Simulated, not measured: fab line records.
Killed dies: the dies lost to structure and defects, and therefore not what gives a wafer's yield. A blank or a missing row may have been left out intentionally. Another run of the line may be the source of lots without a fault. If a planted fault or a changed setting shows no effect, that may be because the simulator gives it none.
Comparing a struck lot with a sound one | flow sky130 | 22 steps out of a route of 708
Sound: these wafers, L917.1, L917.2, L917.3. Wafers struck: L927.1, L927.3, L927.6. The cause comes at the end.
At each step with rows: each side's tool, then ch and its chambers, then its first start. Under that, the readings that differ: sound wafers | struck wafers | difference of the means | sigmas: that difference in standard deviations of wafers without a fault.
alike: readings with means less than 2 such deviations apart, plus words and numbers identical on both sides. not compared: withheld readings, readings lacking a value on some wafer, bounds such as >300 that could conceal the same value, and numbers that have no deviation in the record and whose values overlap.
Wherever a step has rows on one side only, a row that says differs or no value, or a row with sigmas, the two part there. Numbers that have no deviation but don't overlap get no sigmas and don't part them. A reading missing from all wafers of one side parts the sides only when that side holds two or more wafers.

SKY_POLY_GATE_THK_MEAS_21:
  struck on film metro-03, day 20 00:55; sound on film metro-02, day 16 11:52
  alike: POLY_GATE_OXIDATION_THK
SKY_POLY_GATE_CD_MEAS_22:
  struck on cd sem-02, day 20 00:59; sound on cd sem-02, day 16 11:56
  alike: cd nm
then, 7 steps without rows for these wafers: SKY_LDD_N_DEHYDRATE_00 (time 60 s); SKY_LDD_N_HMDS_01 (prime time 60 s); SKY_LDD_N_COAT_02 (resist thk 300 nm); SKY_LDD_N_SOFTBAKE_03 (time 60 s); SKY_LDD_N_EXPOSE_04 (exposes mask NTM, target cd 840 nm); SKY_LDD_N_PEB_05; SKY_LDD_N_DEVELOP_06 (develop time 60 s).
SKY_LDD_N_OVL_MEAS_07:
  struck on overlay-02, day 21 07:41; sound on overlay-02, day 17 16:44
  reading        | sound       | struck         | difference | sigmas
  LDD_N_OVL (nm) | 2.7 0.6 0.5 | -2.8 -1.0 -1.9 | -3.2       | -2
then, 2 steps without rows for these wafers: SKY_LDD_N_IMPLANT_08; SKY_LDD_N_IMPLANT_09.
SKY_LDD_N_IMPLANT_10:
  sound on implanter-02 ch 0, day 17 17:05; struck on implanter-03 ch 0, day 21 08:01
  reading            | sound                         | struck                           | difference  | sigmas
  beam on s (s)      | 10.14 9.69 10.29              | 29.23 30.06 29.46                | +19.54      | +98
  dose ions cm2      | 7.493e+13 7.501e+13 7.479e+13 | 2.8977e+14 2.8975e+14 2.8967e+14 | +2.1482e+14 | +99 or more
  faraday current uA | 416 434 409                   | 557 542 554                      | +131        | +16
then, 5 steps without rows for these wafers: SKY_LDD_N_IMPLANT_11; SKY_LDD_N_IMPLANT_12; SKY_LDD_N_IMPLANT_13; SKY_LDD_N_IMPLANT_14; SKY_LDD_N_IMPLANT_15.
SKY_LDD_N_STRIP_16: strips in O2/N2.
  sound on plasma asher-02 ch 0,1, day 17 17:59; struck on plasma asher-04 ch 0, day 21 08:55
  reading                      | sound             | struck            | difference | sigmas
  strip time to endpoint s (s) | 4.329 4.347 4.343 | 4.867 4.852 4.862 | +0.521     | +31
  alike: drypump motor current A, oes product au
  not compared: rf hours counter h
SKY_LDD_N_TW_MEAS_17:
  struck on film metro-04, day 21 09:01; sound on film metro-03, day 17 18:05
  reading  | sound          | struck         | difference | sigmas
  LDD_N_TW | 2611 2614 2607 | 2814 2793 2813 | +196       | +13
then, 1 step without rows for these wafers: SKY_LDD_P_DEHYDRATE_00 (time 60 s).
-- a jump in the record: the struck wafers' starts before and after are 27 days apart (it breaks off in module LDD_P and resumes in module PAD_OPEN, where the first step shown is number 708 of the route) --
SKY_PAD_OPEN_PROBE_99:
  struck on prober-01, day 48 13:40; sound on prober-01, day 46 01:04
  reading                                      | sound               | struck             | difference | sigmas
  model.etest.tip n.rs ohm sq                  | 442.7 438.7 444.7   | 327.2 326.6 330.1  | -114.1     |
  model.etest.nfet_01v8.r on ohm um            | 849.7 813.6 815.7   | 798.3 779.3 783.3  | -39.4      |
  model.etest.nfet_01v8_swapped.drive ua um    | 494.6 516.2 519.6   | 529 547.4 535.7    | +27        |
  model.etest.nfet_01v8_turned.drive ua um     | 499.2 516.4 519.7   | 529.2 544.3 530.2  | +22.8      |
  model.etest.nfet_01v8_lvt.drive ua um        | 566.5 583.8 590.4   | 597.8 619.7 598.4  | +25.1      |
  model.etest.nfet_01v8.drive ua um            | 497 516.6 520.4     | 521.5 538.2 524.7  | +16.8      |
  model.etest.nfet_01v8_swapped.off log10 a um | -13.46 -13.41 -13.4 | -13.1 -13.26 -13.2 | +0.2       |
  alike: killed_at_M0_to_M3, killed_at_M4_up, killed at contacts, killed at front end, killed at other, killed dies, killed open, killed short
  not compared: model.etest.sram nfet pass.drive ua um

== WHERE THEY PART ==
Last at SKY_LDD_N_TW_MEAS_17 as far as this record goes, first at SKY_LDD_N_OVL_MEAS_07. Later steps at which nothing parts them and some readings are alike: SKY_PAD_OPEN_PROBE_99.

WHY: what the simulator had put in
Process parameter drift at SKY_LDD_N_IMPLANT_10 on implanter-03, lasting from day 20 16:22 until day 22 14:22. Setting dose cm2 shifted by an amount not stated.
